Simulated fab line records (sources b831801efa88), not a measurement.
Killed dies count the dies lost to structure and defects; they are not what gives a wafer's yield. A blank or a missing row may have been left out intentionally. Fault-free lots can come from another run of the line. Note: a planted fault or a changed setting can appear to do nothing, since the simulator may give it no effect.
fab line records + flow sky130
[record]
- lots = 5
- wafers = 15
- last_day = 50
route steps=708 shown VIA1@467
lots with no fault: from the same line, run without faults
start_h: hours from the record's first day to the start of the lot's first wafer shown + wait_h: time in hours since the lot's previous step + " unchanged from the row above + L1.1+2: a single row standing in for several wafers + - either no value or no given start + * or withheld: withheld + < > ~ a bound
route shown NAME@n: NAME is a module with steps in the file, n the number in the route of the first one + usual: the fault-free wafers' mean and standard deviation + same: alike in all rows + chamber/n: place in a boat + sites: the reading at each site + _std_site: the values' standard deviation + _edge_site: mean of outer sites minus mean of inner sites + radius_mm: for every site, how far away it sits from the centre of the wafer + mask NAME#n: copy n + behind: the last tool/chamber to shape the wafer + hold: the reason the lot was held/the length of the hold in hours/how it ended + device: names the non-switching transistor (n, p or np) + end of line: the route-end tests of the same wafers + for a step that has no rows: nothing shown but its recipe + killed: at the first sort, the dies lost to defects and structure; wafer yield is something else + map: shows each die of a wafer: x if killed, . if not, _ if none is there
set.NAME: setting as actually run; set.NAME@STEP: the setting as run at that earlier step + model.NAME: the simulator's own value behind a step, which no gauge read
a table for each step, a row for each wafer; lots at some steps of the route
services: a tool's chamber out of use, with start hour (start_h, from the record's first day; less than 0 if before it), hours out, and reason
[[steps]]
[step SKY_VIA1_EXPOSE_09]
[recipe]
- mask_id = VIM
- na = 0.8
- source_shape = annular
- sigma_inner = 0.55
- sigma_outer = 0.85
- target_cd_nm = 150
- dose_mj = 38
[same]
- sigma_inner = 0.55
| lot.wafer  | tool           | chamber | start_h | wait_h | mask  |
|------------|----------------|---------|---------|--------|-------|
| L077.3+4+5 | krf_scanner-02 | 0       | -       | -      | VIM#0 |
| L079.1+2+6 | krf_scanner-01 | 0       | -       | -      | VIM#0 |
| L088.1+2+5 | krf_scanner-01 | 0       | -       | -      | VIM#0 |
| L091.2+3+4 | krf_scanner-01 | 0       | -       | -      | VIM#0 |
| L097.2+3+5 | krf_scanner-02 | 0       | -       | -      | VIM#0 |
[step SKY_VIA1_PEB_10]
[recipe]
- peb_temp_c = withheld
- peb_time_s = withheld
- resist = KrF-thick
[usual]
- exhaust_pa = 45.1/0.93
| lot.wafer | tool           | chamber | start_h | wait_h | exhaust_pa |
|-----------|----------------|---------|---------|--------|------------|
| L077.3    | litho_track-01 | 0       | -       | -      | 44.4       |
| L077.4    | "              | 0       | "       | "      | 45.4       |
| L077.5    | "              | 0       | "       | "      | 46.1       |
| L079.1    | litho_track-04 | 0       | -       | -      | 44.7       |
| L079.2    | "              | 0       | "       | "      | 44.7       |
| L079.6    | "              | 0       | "       | "      | 44.7       |
| L088.1    | litho_track-01 | 0       | -       | -      | 45.9       |
| L088.2    | "              | 0       | "       | "      | 45.3       |
| L088.5    | "              | 0       | "       | "      | 47.2       |
| L091.2    | litho_track-04 | 0       | -       | -      | 46.1       |
| L091.3    | "              | 0       | "       | "      | 46.0       |
| L091.4    | "              | 0       | "       | "      | 46.0       |
| L097.2    | litho_track-02 | 0       | -       | -      | 45.3       |
| L097.3    | "              | 0       | "       | "      | 45.2       |
| L097.5    | "              | 0       | "       | "      | 45.9       |
[step SKY_VIA1_DEVELOP_11]
[recipe]
- develop_time_s = 60
- resist = KrF-thick
- dev_temp_c = 21
[usual]
- exhaust_pa = 44.9/0.83
| lot.wafer | tool           | chamber | start_h | wait_h | exhaust_pa |
|-----------|----------------|---------|---------|--------|------------|
| L077.3    | litho_track-01 | 0       | -       | -      | 43.7       |
| L077.4    | "              | 0       | "       | "      | 44.6       |
| L077.5    | "              | 0       | "       | "      | 45.6       |
| L079.1    | litho_track-04 | 0       | -       | -      | 45.5       |
| L079.2    | "              | 0       | "       | "      | 45.1       |
| L079.6    | "              | 0       | "       | "      | 45.4       |
| L088.1    | litho_track-01 | 0       | -       | -      | 46.4       |
| L088.2    | "              | 0       | "       | "      | 45.0       |
| L088.5    | "              | 0       | "       | "      | 44.8       |
| L091.2    | litho_track-04 | 0       | -       | -      | 45.3       |
| L091.3    | "              | 0       | "       | "      | 46.2       |
| L091.4    | "              | 0       | "       | "      | 44.9       |
| L097.2    | litho_track-02 | 0       | -       | -      | 43.4       |
| L097.3    | "              | 0       | "       | "      | 43.6       |
| L097.5    | "              | 0       | "       | "      | 43.6       |
[step SKY_VIA1_CD_MEAS_12]
[recipe]
- target_cd_nm = 150
[usual]
- cd_nm = 150.0/2
| lot.wafer | tool      | chamber | start_h | wait_h | cd_nm |
|-----------|-----------|---------|---------|--------|-------|
| L077.3    | cd_sem-02 | -       | 824.93  | -      | 152.1 |
| L077.4    | "         | -       | "       | "      | 151.8 |
| L077.5    | "         | -       | "       | "      | 150.6 |
| L079.1    | cd_sem-02 | -       | 842.29  | -      | 153.2 |
| L079.2    | "         | -       | "       | "      | 154.0 |
| L079.6    | "         | -       | "       | "      | 153.5 |
| L088.1    | cd_sem-02 | -       | 899.39  | -      | 144.6 |
| L088.2    | "         | -       | "       | "      | 145.6 |
| L088.5    | "         | -       | "       | "      | 145.0 |
| L091.2    | cd_sem-01 | -       | 924.96  | -      | 147.6 |
| L091.3    | "         | -       | "       | "      | 147.8 |
| L091.4    | "         | -       | "       | "      | 148.9 |
| L097.2    | cd_sem-01 | -       | 961.98  | -      | 148.3 |
| L097.3    | "         | -       | "       | "      | 150.4 |
| L097.5    | "         | -       | "       | "      | 150.3 |
[step SKY_VIA1_OVL_MEAS_13]
[usual]
- VIA1_OVL = -1/5.9
| lot.wafer | tool       | chamber | start_h | wait_h | VIA1_OVL[nm] |
|-----------|------------|---------|---------|--------|--------------|
| L077.3    | overlay-01 | -       | 825.02  | 0.1    | -4           |
| L077.4    | "          | -       | "       | "      | -10          |
| L077.5    | "          | -       | "       | "      | -6           |
| L079.1    | overlay-01 | -       | 842.41  | 0.1    | 3            |
| L079.2    | "          | -       | "       | "      | -1           |
| L079.6    | "          | -       | "       | "      | 5            |
| L088.1    | overlay-01 | -       | 899.51  | 0.1    | 5            |
| L088.2    | "          | -       | "       | "      | 1            |
| L088.5    | "          | -       | "       | "      | 1            |
| L091.2    | overlay-01 | -       | 925.07  | 0.1    | -6           |
| L091.3    | "          | -       | "       | "      | -4           |
| L091.4    | "          | -       | "       | "      | -13          |
| L097.2    | overlay-01 | -       | 962.08  | 0.1    | 6            |
| L097.3    | "          | -       | "       | "      | 7            |
| L097.5    | "          | -       | "       | "      | 3            |
[step SKY_VIA1_ETCH_14]
[recipe]
- chemistry = N2/H2
- target = BARC
- ion_energy_ev = 200
- source_w = 500
- bias_w = 100
- pressure_mtorr = 30
- n2_flow_sccm = 100
- h2_flow_sccm = 200
- stop_on = SiO2
- time_s = 45.9
- target_depth_a = 600
[usual]
- drypump_motor_current_A = 5.8/0.38
- oes_product_au = 0.855/0.0047
- rf_fwd_power_W = 495.3/2
- throttle_valve_pct = 13.226/0.0098
| lot.wafer | tool        | chamber | start_h | wait_h | drypump_motor_current_A | oes_product_au | rf_fwd_power_W | rf_hours_counter_h | throttle_valve_pct |
|-----------|-------------|---------|---------|--------|-------------------------|----------------|----------------|--------------------|--------------------|
| L077.3    | rie_diel-02 | 0       | 825.05  | 0.0    | 5.2                     | 0.844          | 496.8          | 20                 | 13.236             |
| L077.4    | "           | 3       | "       | "      | 5.9                     | 0.863          | 496.0          | 16                 | 13.205             |
| L077.5    | "           | 2       | "       | "      | 5.2                     | 0.854          | 497.3          | -                  | 13.222             |
| L079.1    | rie_diel-01 | 1       | 842.45  | 0.0    | 6.2                     | 0.854          | 495.1          | 6                  | 13.224             |
| L079.2    | "           | 2       | "       | "      | 5.3                     | 0.859          | 493.8          | 22                 | 13.237             |
| L079.6    | "           | 2       | "       | "      | 5.3                     | 0.856          | 495.7          | -                  | 13.219             |
| L088.1    | rie_diel-01 | 2       | 899.55  | 0.0    | 5.3                     | 0.847          | 497.5          | 24                 | 13.232             |
| L088.2    | "           | 1       | "       | "      | 6.2                     | 0.859          | 495.9          | 7                  | 13.224             |
| L088.5    | "           | 3       | "       | "      | 5.4                     | 0.854          | 494.7          | -                  | 13.237             |
| L091.2    | rie_diel-04 | 3       | 925.10  | 0.0    | 5.9                     | 0.861          | 496.3          | 3                  | 13.223             |
| L091.3    | "           | 1       | "       | "      | 6.4                     | 0.849          | 496.5          | 2                  | 13.228             |
| L091.4    | "           | 0       | "       | "      | 6.0                     | 0.852          | 494.2          | 10                 | 13.244             |
| L097.2    | rie_diel-04 | 0       | 962.11  | 0.0    | 6.0                     | 0.856          | 493.7          | 10                 | 13.223             |
| L097.3    | "           | 3       | "       | "      | 5.9                     | 0.862          | 494.8          | 4                  | 13.211             |
| L097.5    | "           | 2       | "       | "      | 6.1                     | 0.857          | 492.1          | -                  | 13.224             |
[step SKY_VIA1_ETCH_15]
[recipe]
- target = SiO2
- chemistry = C4F8/O2/Ar
- target_depth_nm = 351
- stop_on = TiN
- mask_material = KrF-thick
- source_w = 1500
- bias_w = 1200
- pressure_mtorr = 40
- c4f8_flow_sccm = withheld
- O2_flow_sccm = 6
- Ar_flow_sccm = 300
- time_s = 54
[usual]
- oes_product_au = 0.979/0.0071
- rf_fwd_power_W = 1487/5.9
| lot.wafer | tool        | chamber | start_h | wait_h | oes_product_au | rf_fwd_power_W | rf_hours_counter_h |
|-----------|-------------|---------|---------|--------|----------------|----------------|--------------------|
| L077.3    | rie_diel-02 | 0       | 825.09  | 0.0    | 0.985          | 1496           | 20                 |
| L077.4    | "           | 3       | "       | "      | 0.974          | 1491           | 16                 |
| L077.5    | "           | 2       | "       | "      | 0.984          | 1489           | -                  |
| L079.1    | rie_diel-01 | 1       | 842.49  | 0.0    | 0.976          | 1490           | 6                  |
| L079.2    | "           | 2       | "       | "      | 0.977          | 1495           | 22                 |
| L079.6    | "           | 2       | "       | "      | 0.979          | 1498           | -                  |
| L088.1    | rie_diel-01 | 2       | 899.59  | 0.0    | 0.978          | 1498           | 24                 |
| L088.2    | "           | 1       | "       | "      | 0.981          | 1482           | 7                  |
| L088.5    | "           | 3       | "       | "      | 0.981          | 1482           | -                  |
| L091.2    | rie_diel-04 | 3       | 925.14  | 0.0    | 0.983          | 1496           | 3                  |
| L091.3    | "           | 1       | "       | "      | 0.984          | 1498           | 2                  |
| L091.4    | "           | 0       | "       | "      | 0.986          | 1484           | 10                 |
| L097.2    | rie_diel-04 | 0       | 962.16  | 0.0    | 0.979          | 1485           | 10                 |
| L097.3    | "           | 3       | "       | "      | 0.987          | 1490           | 4                  |
| L097.5    | "           | 2       | "       | "      | 0.954          | 1473           | -                  |
[step SKY_VIA1_STRIP_16]
[recipe]
- chemistry = O2/N2
- power_w = 1400
- pressure_mtorr = 1500
- platen_temp_c = withheld
- o2_flow_sccm = 3000
- n2_flow_sccm = 300
- overash_fraction = 0.5
[usual]
- drypump_motor_current_A = 5.6/0.44
- oes_product_au = 0.416/0.0044
- strip_time_to_endpoint_s = 4.462/0.028
| lot.wafer | tool            | chamber | start_h | wait_h | drypump_motor_current_A | oes_product_au | rf_hours_counter_h | strip_time_to_endpoint_s |
|-----------|-----------------|---------|---------|--------|-------------------------|----------------|--------------------|--------------------------|
| L077.3    | plasma_asher-04 | 0       | 825.17  | 0.1    | 5.1                     | 0.416          | -                  | 4.466                    |
| L077.4    | "               | 1       | "       | "      | 5.7                     | 0.416          | -                  | 4.487                    |
| L077.5    | "               | 1       | "       | "      | 5.7                     | 0.409          | -                  | 4.492                    |
| L079.1    | plasma_asher-04 | 1       | 842.54  | 0.0    | 5.7                     | 0.426          | 96                 | 4.468                    |
| L079.2    | "               | 0       | "       | "      | 5.1                     | 0.423          | 96                 | 4.476                    |
| L079.6    | "               | 0       | "       | "      | 5.1                     | 0.413          | -                  | 4.445                    |
| L088.1    | plasma_asher-04 | 1       | 899.64  | 0.0    | 5.7                     | 0.413          | 101                | 4.461                    |
| L088.2    | "               | 0       | "       | "      | 5.1                     | 0.417          | 101                | 4.471                    |
| L088.5    | "               | 1       | "       | "      | 5.7                     | 0.416          | -                  | 4.437                    |
| L091.2    | plasma_asher-04 | 0       | 925.19  | 0.0    | 5.1                     | 0.412          | 104                | 4.417                    |
| L091.3    | "               | 1       | "       | "      | 5.7                     | 0.412          | -                  | 4.430                    |
| L091.4    | "               | 0       | "       | "      | 5.1                     | 0.420          | -                  | 4.436                    |
| L097.2    | plasma_asher-04 | 1       | 962.20  | 0.0    | 5.7                     | 0.418          | 107                | 4.464                    |
| L097.3    | "               | 1       | "       | "      | 5.7                     | 0.420          | -                  | 4.452                    |
| L097.5    | "               | 0       | "       | "      | 5.1                     | 0.417          | -                  | 4.531                    |
[[services]]
| tool            | chamber | start_h | hours | kind           |
|-----------------|---------|---------|-------|----------------|
| krf_scanner-01  | -       | 792.50  | 1.0   | repair         |
| plasma_asher-04 | -       | 806.85  | 2.8   | pm             |
| krf_scanner-01  | -       | 810.76  | 0.8   | pm             |
| krf_scanner-01  | -       | 811.62  | 1.0   | pm             |
| rie_diel-02     | 2       | 830.67  | 4.1   | repair         |
| krf_scanner-01  | -       | 832.79  | 0.8   | pm             |
| krf_scanner-02  | -       | 835.18  | 1.0   | pm             |
| plasma_asher-04 | -       | 843.59  | 2.9   | repair         |
| rie_diel-02     | 1       | 845.75  | 3.2   | repair         |
| krf_scanner-02  | -       | 848.95  | 0.8   | pm             |
| rie_diel-04     | 1       | 852.74  | -     | clean          |
| rie_diel-04     | 1       | 852.74  | 15.4  | scheduled_down |
| rie_diel-04     | 1       | 852.74  | 15.4  | vent_cycle     |
| rie_diel-01     | 2       | 853.08  | 7.4   | repair         |
| rie_diel-01     | -       | 875.20  | 0.3   | repair         |
| plasma_asher-04 | -       | 890.12  | 5.9   | repair         |
| krf_scanner-01  | -       | 893.64  | 1.3   | pm             |
| krf_scanner-02  | -       | 899.50  | 1.3   | pm             |
| rie_diel-04     | 2       | 900.37  | -     | clean          |
| rie_diel-04     | 2       | 900.37  | 20.6  | scheduled_down |
| rie_diel-01     | -       | 909.07  | 6.1   | repair         |
| rie_diel-04     | 0       | 925.82  | 8.5   | repair         |
| rie_diel-02     | 1       | 929.42  | 10.0  | repair         |
| rie_diel-01     | 3       | 940.07  | 6.2   | repair         |
[[key]]
fault none
